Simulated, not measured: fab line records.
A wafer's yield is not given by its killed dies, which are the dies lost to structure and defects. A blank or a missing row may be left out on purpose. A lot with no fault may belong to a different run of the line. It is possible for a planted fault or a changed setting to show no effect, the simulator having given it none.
Matching of chambers    flow sky130    rieDiel-01 running SKY_LI_CONTACT_ETCH_15: 4 sister chambers
The step etches PSG in C4F8/O2/Ar, stops on Si, target depth 600 nm. 14 wafers are shown with their chamber, then 6 later ones without.

EACH WAFER AND ITS CHAMBER
wafer   chamber  oesProductAu (a.u.)  rfFwdPowerW (W)
L721.2  1        0.845                1489
L721.5  0        0.838                1495
L721.6  1        0.841                1499
L725.1  1        0.841                1489
L725.4  2        0.831                1498
L725.5  3        0.834                1493
L727.1  2        0.837                1489
L727.3  1        0.839                1487
L727.4  3        0.840                1488
L728.1  1        0.832                1488
L728.2  2        0.835                1493
L728.3  0        0.834                1490
L731.3  1        0.831                1485
L731.4  1        0.837                1496

SIGNATURES (means of the wafers above)
reading       chamber 0  chamber 1  chamber 2  chamber 3  scatter within a chamber
oesProductAu  0.83600    0.83800    0.83433    0.83700    0.00446
rfFwdPowerW   1492.50    1490.43    1493.33    1490.50    4.71
Rule: for a wafer and a chamber, the distance is found by dividing, reading by reading, the gap between the wafer's reading and the chamber's mean by the reading's scatter, squaring, summing and taking the root. If the next closest chamber is less than 2 further off than the closest, the wafer can't be placed; otherwise it belongs to the closest. The scatter: the root of (the sum of the squares of (reading less its chamber's mean) over the shown wafers, divided by (wafers less chambers)).

WAFERS WITHOUT THEIR CHAMBER
wafer   oesProductAu (a.u.)  rfFwdPowerW (W)
L731.5  0.833                1491
L732.4  0.838                1493
L732.6  0.837                1495
L739.1  0.835                1489
L739.3  0.841                1490
L739.5  0.834                1502

WHICH CHAMBER EACH ONE RAN IN
wafer   from the rows above                in truth
L731.5  can't be placed: 2 or 0 or 3 or 1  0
L732.4  can't be placed: 0 or 1 or 3 or 2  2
L732.6  can't be placed: 0 or 2 or 3 or 1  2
L739.1  can't be placed: 3 or 1 or 0 or 2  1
L739.3  can't be placed: 1 or 3 or 0 or 2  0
L739.5  can't be placed: 2 or 0 or 3 or 1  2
Correct placement for 0 of the 6. Not placeable from these rows: 6 (in 6, the candidates include the true chamber). Placed wrongly: 0.
